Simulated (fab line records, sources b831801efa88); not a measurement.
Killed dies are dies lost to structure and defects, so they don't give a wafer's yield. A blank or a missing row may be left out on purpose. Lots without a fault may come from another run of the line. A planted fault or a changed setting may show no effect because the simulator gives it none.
Which tool did it? | flow gf180mcu | 24 lots, 72 wafers sampled, at 6 steps of a route of 602

WHAT THE GAUGES READ, wafer by wafer
GF_V1_OVL_MEAS_15.
lot  | measured     | on         | V1_OVL (nm)
L074 | day 18 04:38 | overlay-01 | 7 5 5
L075 | day 18 21:32 | overlay-01 | -1 -2 -3
L076 | day 19 14:54 | overlay-01 | 2 9 3
L077 | day 19 15:04 | overlay-02 | 4 1 8
L078 | day 19 23:00 | overlay-02 | 9 -4 2
L079 | day 20 12:52 | overlay-02 | -7 1 -4
L080 | day 20 13:48 | overlay-02 | -1 -3 -7
L081 | day 21 03:37 | overlay-01 | -5 4 0
L082 | day 21 21:07 | overlay-01 | -9 -2 -4
L084 | day 21 22:19 | overlay-01 | 8 7 6
L083 | day 21 22:35 | overlay-01 | 1 -2 7
L085 | day 22 13:13 | overlay-02 | -1 -1 -10
L086 | day 22 14:26 | overlay-01 | 6 0 -2
L087 | day 23 10:42 | overlay-01 | -8 -1 0
L088 | day 23 12:25 | overlay-01 | 0 2 2
L089 | day 24 00:29 | overlay-01 | 4 11 2
L090 | day 24 01:34 | overlay-02 | 3 4 8
L091 | day 24 05:10 | overlay-02 | 1 1 2
L092 | day 24 13:13 | overlay-01 | -2 9 -1
L094 | day 24 23:23 | overlay-02 | -2 -3 3
L093 | day 25 03:47 | overlay-01 | 5 1 4
L095 | day 25 05:58 | overlay-02 | -4 -2 0
L096 | day 25 15:44 | overlay-02 | 4 4 -3
L097 | day 25 18:49 | overlay-02 | -8 0 -2

GF_V2_RS_MEAS_24: measures by four-point-probe.
lot  | measured     | on            | V2_W_RS (ohm/sq)
L074 | day 20 09:01 | film_metro-04 | 0.332 0.324 0.322
L075 | day 21 01:57 | film_metro-04 | 0.330 0.322 0.324
L076 | day 21 18:42 | film_metro-04 | 0.330 0.325 0.324
L077 | day 21 18:34 | film_metro-01 | 0.322 0.333 0.324
L078 | day 22 03:31 | film_metro-04 | 0.319 0.319 0.327
L079 | day 22 16:53 | film_metro-04 | 0.322 0.321 0.322
L080 | day 22 17:38 | film_metro-03 | 0.332 0.322 0.335
L081 | day 23 06:14 | film_metro-04 | 0.325 0.323 0.323
L082 | day 23 22:19 | film_metro-03 | 0.330 0.330 0.328
L084 | day 23 23:40 | film_metro-04 | 0.318 0.328 0.318
L083 | day 24 00:22 | film_metro-03 | 0.322 0.324 0.322
L085 | day 24 12:47 | film_metro-01 | 0.331 0.328 0.326
L086 | day 24 14:53 | film_metro-04 | 0.326 0.323 0.330
L087 | day 25 10:07 | film_metro-01 | 0.324 0.330 0.327
L088 | day 25 11:35 | film_metro-01 | 0.322 0.328 0.328
L089 | day 25 23:01 | film_metro-01 | 0.330 0.327 0.327
L090 | day 25 23:59 | film_metro-04 | 0.334 0.333 0.328
L091 | day 26 03:42 | film_metro-03 | 0.326 0.320 0.322
L092 | day 26 10:41 | film_metro-03 | 0.325 0.331 0.325
L094 | day 26 20:58 | film_metro-04 | 0.333 0.326 0.328
L093 | day 27 00:43 | film_metro-03 | 0.323 0.323 0.330
L095 | day 27 03:14 | film_metro-01 | 0.325 0.329 0.327
L096 | day 27 12:45 | film_metro-01 | 0.327 0.329 0.322
L097 | day 27 14:12 | film_metro-03 | 0.322 0.326 0.324

GF_M3_OVL_MEAS_15.
lot  | measured     | on         | M3_OVL (nm)
L074 | day 21 09:10 | overlay-01 | -9 0 -7
L075 | day 22 02:58 | overlay-01 | 1 -3 -1
L076 | day 22 18:55 | overlay-02 | -8 1 -1
L077 | day 22 18:16 | overlay-02 | -2 -2 -5
L078 | day 23 03:40 | overlay-02 | -1 -13 -13
L079 | day 23 16:10 | overlay-01 | 1 -8 -3
L080 | day 23 17:09 | overlay-02 | -6 1 -2
L081 | day 24 06:04 | overlay-01 | 2 7 3
L082 | day 24 21:06 | overlay-02 | 0 -3 -1
L084 | day 24 22:28 | overlay-02 | 8 7 0
L083 | day 24 22:49 | overlay-02 | -2 4 9
L085 | day 25 10:36 | overlay-01 | -2 -1 -2
L086 | day 25 12:55 | overlay-02 | 1 -7 -4
L087 | day 26 07:27 | overlay-02 | -3 -6 -1
L088 | day 26 08:25 | overlay-02 | -12 -4 -6
L089 | day 26 19:40 | overlay-02 | 5 -5 -8
L090 | day 26 21:49 | overlay-01 | 2 0 2
L091 | day 27 00:46 | overlay-02 | -5 -8 -8
L092 | day 27 07:43 | overlay-01 | -5 -14 1
L094 | day 27 17:09 | overlay-01 | -4 0 4
L093 | day 27 22:07 | overlay-01 | -3 1 9
L095 | day 28 00:10 | overlay-02 | 0 0 0
L096 | day 28 09:00 | overlay-02 | 3 -4 4
L097 | day 28 10:16 | overlay-01 | -9 -10 -2

WHICH TOOL RAN EACH LOT (tool, then ch and the chambers of the sampled wafers, then the start)
lot  | GF_V1_CVD_23                  | GF_M2_SPUTTER_04             | GF_V2_SPUTTER_22
L074 | cvd_w-01 ch 0,1, day 18 05:52 | pvd_sputter-04, day 18 06:36 | pvd_sputter-01, day 20 08:49
L075 | cvd_w-02 ch 0,1, day 18 22:19 | pvd_sputter-04, day 18 23:05 | pvd_sputter-02, day 21 01:46
L076 | cvd_w-02 ch 0,1, day 19 15:44 | pvd_sputter-04, day 19 16:30 | pvd_sputter-01, day 21 18:28
L077 | cvd_w-01 ch 0,1, day 19 15:53 | pvd_sputter-01, day 19 16:40 | pvd_sputter-02, day 21 18:25
L078 | cvd_w-02 ch 0, day 19 23:53   | pvd_sputter-01, day 20 00:40 | pvd_sputter-01, day 22 03:20
L079 | cvd_w-02 ch 0, day 20 14:04   | pvd_sputter-01, day 20 14:51 | pvd_sputter-02, day 22 16:44
L080 | cvd_w-01 ch 0,1, day 20 14:36 | pvd_sputter-04, day 20 15:22 | pvd_sputter-01, day 22 17:29
L081 | cvd_w-02 ch 0,1, day 21 04:45 | pvd_sputter-04, day 21 05:31 | pvd_sputter-03, day 23 06:04
L082 | cvd_w-01 ch 0,1, day 21 21:56 | pvd_sputter-01, day 21 22:42 | pvd_sputter-03, day 23 22:10
L084 | cvd_w-01 ch 0,1, day 21 23:07 | pvd_sputter-01, day 21 23:55 | pvd_sputter-02, day 23 23:31
L083 | cvd_w-02 ch 0,1, day 21 23:26 | pvd_sputter-03, day 22 00:10 | pvd_sputter-03, day 24 00:10
L085 | cvd_w-02 ch 0,1, day 22 14:02 | pvd_sputter-04, day 22 14:49 | pvd_sputter-03, day 24 12:38
L086 | cvd_w-02 ch 0,1, day 22 15:15 | pvd_sputter-03, day 22 16:01 | pvd_sputter-02, day 24 14:40
L087 | cvd_w-01 ch 0,1, day 23 11:30 | pvd_sputter-04, day 23 12:16 | pvd_sputter-02, day 25 09:58
L088 | cvd_w-02 ch 0,1, day 23 13:13 | pvd_sputter-01, day 23 13:59 | pvd_sputter-01, day 25 11:26
L089 | cvd_w-01 ch 0,1, day 24 01:19 | pvd_sputter-04, day 24 02:02 | pvd_sputter-02, day 25 22:49
L090 | cvd_w-01 ch 0,1, day 24 02:23 | pvd_sputter-03, day 24 03:07 | pvd_sputter-02, day 25 23:46
L091 | cvd_w-01 ch 0,1, day 24 05:58 | pvd_sputter-01, day 24 06:44 | pvd_sputter-01, day 26 03:32
L092 | cvd_w-02 ch 0,1, day 24 14:02 | pvd_sputter-01, day 24 14:46 | pvd_sputter-03, day 26 10:29
L094 | cvd_w-01 ch 1, day 25 00:13   | pvd_sputter-04, day 25 00:59 | pvd_sputter-03, day 26 20:48
L093 | cvd_w-02 ch 0,1, day 25 04:37 | pvd_sputter-03, day 25 05:20 | pvd_sputter-02, day 27 00:32
L095 | cvd_w-01 ch 0,1, day 25 06:46 | pvd_sputter-03, day 25 07:32 | pvd_sputter-03, day 27 03:05
L096 | cvd_w-02 ch 0,1, day 25 16:32 | pvd_sputter-03, day 25 17:18 | pvd_sputter-01, day 27 12:35
L097 | cvd_w-02 ch 0,1, day 25 19:37 | pvd_sputter-03, day 25 20:23 | pvd_sputter-02, day 27 14:02
- GF_V1_CVD_23: deposits W, target thk 350 nm, time 105.05 s.
- GF_M2_SPUTTER_04: material TiN, target thk 50 nm, time 41.7 s.
- GF_V2_SPUTTER_22: material TiN, target thk 10 nm, time 40 s.

WHAT THE TOOLS THEMSELVES READ (means of the sampled wafers that have a number; where no wafer has one, the mark that the record gives instead)
GF_V1_CVD_23.
lot  | tool     | heater_power_outer_w (W) | heater_power_w (W)
L074 | cvd_w-01 | 495                      | 756
L075 | cvd_w-02 | 494                      | 793
L076 | cvd_w-02 | 505                      | 811
L077 | cvd_w-01 | 501                      | 757
L078 | cvd_w-02 | 490                      | 757
L079 | cvd_w-02 | 484                      | 759
L080 | cvd_w-01 | 496                      | 761
L081 | cvd_w-02 | 508                      | 816
L082 | cvd_w-01 | 494                      | 775
L084 | cvd_w-01 | 502                      | 752
L083 | cvd_w-02 | 507                      | 808
L085 | cvd_w-02 | 515                      | 811
L086 | cvd_w-02 | 509                      | 801
L087 | cvd_w-01 | 512                      | 787
L088 | cvd_w-02 | 505                      | 820
L089 | cvd_w-01 | 500                      | 764
L090 | cvd_w-01 | 501                      | 767
L091 | cvd_w-01 | 499                      | 792
L092 | cvd_w-02 | 503                      | 815
L094 | cvd_w-01 | 516                      | 829
L093 | cvd_w-02 | 504                      | 813
L095 | cvd_w-01 | 506                      | 769
L096 | cvd_w-02 | 495                      | 801
L097 | cvd_w-02 | 494                      | 791

GF_M2_SPUTTER_04.
lot  | tool           | throttle_valve_pct (%)
L074 | pvd_sputter-04 | 28.9
L075 | pvd_sputter-04 | 29.9
L076 | pvd_sputter-04 | 29.7
L077 | pvd_sputter-01 | 30.1
L078 | pvd_sputter-01 | 30.6
L079 | pvd_sputter-01 | 30.4
L080 | pvd_sputter-04 | 29.5
L081 | pvd_sputter-04 | 29.0
L082 | pvd_sputter-01 | 30.6
L084 | pvd_sputter-01 | 28.5
L083 | pvd_sputter-03 | 30.1
L085 | pvd_sputter-04 | 29.5
L086 | pvd_sputter-03 | 29.8
L087 | pvd_sputter-04 | 29.2
L088 | pvd_sputter-01 | 28.8
L089 | pvd_sputter-04 | 29.5
L090 | pvd_sputter-03 | 30.1
L091 | pvd_sputter-01 | 29.7
L092 | pvd_sputter-01 | 29.8
L094 | pvd_sputter-04 | 28.9
L093 | pvd_sputter-03 | 29.3
L095 | pvd_sputter-03 | 29.8
L096 | pvd_sputter-03 | 30.3
L097 | pvd_sputter-03 | 29.3

GF_V2_SPUTTER_22.
lot  | tool           | throttle_valve_pct (%)
L074 | pvd_sputter-01 | 29.8
L075 | pvd_sputter-02 | 30.3
L076 | pvd_sputter-01 | 30.6
L077 | pvd_sputter-02 | 29.8
L078 | pvd_sputter-01 | 28.9
L079 | pvd_sputter-02 | 29.6
L080 | pvd_sputter-01 | 29.3
L081 | pvd_sputter-03 | 30.6
L082 | pvd_sputter-03 | 29.6
L084 | pvd_sputter-02 | 30.5
L083 | pvd_sputter-03 | 30.6
L085 | pvd_sputter-03 | 29.7
L086 | pvd_sputter-02 | 30.4
L087 | pvd_sputter-02 | 30.1
L088 | pvd_sputter-01 | 29.1
L089 | pvd_sputter-02 | 30.2
L090 | pvd_sputter-02 | 29.9
L091 | pvd_sputter-01 | 28.5
L092 | pvd_sputter-03 | 30.7
L094 | pvd_sputter-03 | 29.8
L093 | pvd_sputter-02 | 30.0
L095 | pvd_sputter-03 | 30.4
L096 | pvd_sputter-01 | 29.3
L097 | pvd_sputter-02 | 30.0

THE ANSWER, worked out from the rows above alone
Rule: what is usual is taken from the lots themselves. Put in order of their means at a reading, lots are off if they are a third of the lots or fewer, leave a main group of 4 or more, and stand apart from it by a gap of 3 or more times the standard deviation of the main group's means; of several such gaps the widest counts. A main group whose means are all the same, to the digits that the tables above print for the reading, isn't used. A lot without any number at a reading at which 4 lots or more have one is off too. The other lots that the step has rows for count as sound. The gauges are gone through in route order, then the tools' own readings, and for those a lot's mean is taken as printed above. The first step at which some lot is off is used, and at that step the reading that is off furthest; a lot without a number counts as furthest.
No lot is off at any reading shown: from this, nothing can be told.

WHAT THE SIMULATOR HAD PUT IN
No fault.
